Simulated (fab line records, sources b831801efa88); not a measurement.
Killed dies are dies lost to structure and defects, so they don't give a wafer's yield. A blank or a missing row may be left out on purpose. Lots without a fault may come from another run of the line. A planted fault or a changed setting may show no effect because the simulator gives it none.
Which tool did it? | flow gf180mcu | 12 lots, 36 wafers sampled, at 4 steps of a route of 602

WHAT THE GAUGES READ, wafer by wafer
GF_STI_THK_MEAS_30. Usual: STI_OXIDATION_02_THK 9.96 nm, standard deviation 0.16.
lot  | measured    | on            | STI_OXIDATION_02_THK (nm) | flag
L213 | day 3 13:17 | film_metro-04 | 10.19 10.18 10.10         |
L214 | day 3 16:04 | film_metro-04 | 9.92 9.84 9.79            |
L215 | day 3 20:09 | film_metro-04 | 10.12 10.03 9.93          |
L216 | day 4 03:11 | film_metro-03 | 9.90 9.80 10.01           |
L217 | day 4 08:37 | film_metro-04 | 9.78 9.80 9.96            |
L218 | day 4 11:33 | film_metro-04 | 9.98 9.89 9.99            |
L219 | day 4 15:55 | film_metro-04 | 9.97 10.14 9.94           |
L220 | day 4 19:08 | film_metro-03 | 9.92 10.12 9.81           |
L224 | day 5 16:50 | film_metro-03 | 9.98 9.88 9.81            |
L228 | day 6 13:13 | film_metro-03 | 9.64 9.72 9.80            |
L230 | day 6 22:55 | film_metro-04 | 10.11 9.98 10.09          |
L231 | day 7 11:17 | film_metro-02 | 10.01 9.95 10.06          |

GF_VT_IMPLANT_TW_MEAS_43. Usual: VT_IMPLANT_4_TW 690, standard deviation 5.7.
lot  | measured     | on            | VT_IMPLANT_4_TW | flag
L213 | day 9 06:16  | film_metro-02 | 683 686 685     |
L214 | day 9 08:11  | film_metro-01 | 688 693 689     |
L215 | day 9 16:08  | film_metro-01 | 686 689 688     |
L216 | day 9 23:11  | film_metro-03 | 689 689 693     |
L217 | day 10 07:17 | film_metro-02 | 681 683 681     |
L218 | day 10 11:32 | film_metro-03 | 699 701 695     |
L219 | day 10 18:07 | film_metro-02 | 685 682 684     |
L220 | day 10 21:01 | film_metro-03 | 774 776 774     | OFF
L224 | day 12 02:43 | film_metro-03 | 773 778 776     | OFF
L228 | day 13 06:43 | film_metro-02 | 683 688 682     |
L230 | day 13 17:56 | film_metro-03 | 694 694 699     |
L231 | day 14 12:54 | film_metro-01 | 691 691 691     |

WHICH TOOL RAN EACH LOT (tool, then ch and the chambers of the sampled wafers, then the start)
lot  | GF_VT_IMPLANT_IMPLANT_41        | GF_VT_IMPLANT_STRIP_42
L213 | implanter-02 ch 0, day 9 06:01  | plasma_asher-02 ch 0,1, day 9 06:10
L214 | implanter-02 ch 0, day 9 07:56  | plasma_asher-02 ch 0,1, day 9 08:05
L215 | implanter-01 ch 0, day 9 15:53  | plasma_asher-02 ch 0,1, day 9 16:01
L216 | implanter-02 ch 0, day 9 22:58  | plasma_asher-03 ch 0,1, day 9 23:06
L217 | implanter-02 ch 0, day 10 07:04 | plasma_asher-03 ch 0,1, day 10 07:13
L218 | implanter-01 ch 0, day 10 11:18 | plasma_asher-02 ch 0,1, day 10 11:26
L219 | implanter-02 ch 0, day 10 17:52 | plasma_asher-02 ch 0,1, day 10 18:01
L220 | implanter-02 ch 0, day 10 20:46 | plasma_asher-02 ch 0,1, day 10 20:55
L224 | implanter-02 ch 0, day 12 02:28 | plasma_asher-02 ch 0,1, day 12 02:37
L228 | implanter-03 ch 0, day 13 06:28 | plasma_asher-01 ch 0,1, day 13 06:37
L230 | implanter-03 ch 0, day 13 17:42 | plasma_asher-02 ch 0,1, day 13 17:50
L231 | implanter-01 ch 0, day 14 12:41 | plasma_asher-01 ch 0,1, day 14 12:49
- GF_VT_IMPLANT_IMPLANT_41
- GF_VT_IMPLANT_STRIP_42: strips in O2/N2.

WHAT THE TOOLS THEMSELVES READ (means of the sampled wafers that have a number; where no wafer has one, the mark that the record gives instead)
GF_VT_IMPLANT_IMPLANT_41. Usual: dose_ions_cm2 1.0131e+12, standard deviation 1.1e+09; faraday_current_uA 5.71, standard deviation 0.11.
lot  | tool         | dose_ions_cm2 | faraday_current_uA | flag
L213 | implanter-02 | 1.0133e+12    | 5.71               |
L214 | implanter-02 | 1.0130e+12    | 5.62               |
L215 | implanter-01 | 1.0119e+12    | 5.71               |
L216 | implanter-02 | 1.0124e+12    | 5.74               |
L217 | implanter-02 | 1.0147e+12    | 5.79               |
L218 | implanter-01 | 1.0131e+12    | 5.59               |
L219 | implanter-02 | 1.0130e+12    | 5.78               |
L220 | implanter-02 | 1.4245e+12    | 8.02               | OFF
L224 | implanter-02 | 1.4252e+12    | 7.95               | OFF
L228 | implanter-03 | 1.0133e+12    | 5.75               |
L230 | implanter-03 | 1.0132e+12    | 5.83               |
L231 | implanter-01 | 1.0133e+12    | 5.78               |

GF_VT_IMPLANT_STRIP_42. Usual: chamber_pressure_mTorr 1500.0 mTorr, standard deviation 1.4; drypump_motor_current_A 5.9 A, standard deviation 0.37; heater_power_w 340 W, standard deviation 20; oes_product_au 0.716 a.u., standard deviation 0.0049; strip_time_to_endpoint_s 12.65 s, standard deviation 0.041.
lot  | tool            | chamber_pressure_mTorr (mTorr) | drypump_motor_current_A (A) | heater_power_w (W) | oes_product_au (a.u.) | strip_time_to_endpoint_s (s) | flag
L213 | plasma_asher-02 | 1500.5                         | 5.6                         | 356                | 0.716                 | 12.66                        |
L214 | plasma_asher-02 | 1500.2                         | 5.6                         | 355                | 0.719                 | 12.59                        |
L215 | plasma_asher-02 | 1499.7                         | 5.9                         | 337                | 0.719                 | 12.67                        |
L216 | plasma_asher-03 | 1500.8                         | 6.0                         | 335                | 0.715                 | 12.60                        |
L217 | plasma_asher-03 | 1500.9                         | 6.2                         | 331                | 0.714                 | 12.67                        |
L218 | plasma_asher-02 | 1500.4                         | 5.6                         | 355                | 0.716                 | 12.70                        |
L219 | plasma_asher-02 | 1499.3                         | 5.6                         | 354                | 0.717                 | 12.66                        |
L220 | plasma_asher-02 | 1499.2                         | 5.6                         | 360                | 0.718                 | 12.65                        |
L224 | plasma_asher-02 | 1499.5                         | 5.6                         | 360                | 0.721                 | 12.62                        |
L228 | plasma_asher-01 | 1499.1                         | 6.0                         | 338                | 0.720                 | 12.61                        |
L230 | plasma_asher-02 | 1500.7                         | 5.9                         | 332                | 0.716                 | 12.57                        |
L231 | plasma_asher-01 | 1500.4                         | 6.0                         | 339                | 0.713                 | 12.63                        |

THE ANSWER, worked out from the rows above alone
Rule: a lot is off if the mean of its wafers that have a number lies more than 3 standard deviations from the usual mean. A lot without any number at a reading at which 4 lots or more have one is off too. The other lots that the step has rows for count as sound. The gauges are gone through in route order, then the tools' own readings, and for those a lot's mean is taken as printed above. The first step at which some lot is off is used, and at that step the reading that is off furthest; a lot without a number counts as furthest.
Off: L220, L224, at GF_VT_IMPLANT_TW_MEAS_43 (VT_IMPLANT_4_TW).
A tool fits if, at a process step before that reading, it ran every lot that is off, and no sound lot after the first of them. The gauges at GF_VT_IMPLANT_TW_MEAS_43 aren't tried: what is off there is off at GF_VT_IMPLANT_IMPLANT_41 too, on other tools, and a gauge's error can't cause that. One fits: implanter-02 at GF_VT_IMPLANT_IMPLANT_41. Its last sound lot is L219 (day 10 17:52), its first lot that is off L220 (day 10 20:46): a fault that began between those two fits.
The tool's own readings at GF_VT_IMPLANT_IMPLANT_41 bear it out: on the lots that are off they differ by more than 5 times the standard deviation of the sound lots' means. dose_ions_cm2 reads 1.4248e+12 there against 1.0131e+12 on the sound lots; faraday_current_uA reads 7.98 there against 5.73 on the sound lots.

WHAT THE SIMULATOR HAD PUT IN
Process parameter drift: implanter-02, from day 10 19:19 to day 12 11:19, at GF_VT_IMPLANT_IMPLANT_41. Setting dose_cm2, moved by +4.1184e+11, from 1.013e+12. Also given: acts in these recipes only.
Lots struck among those shown: L220, L224. The rule above found the same.
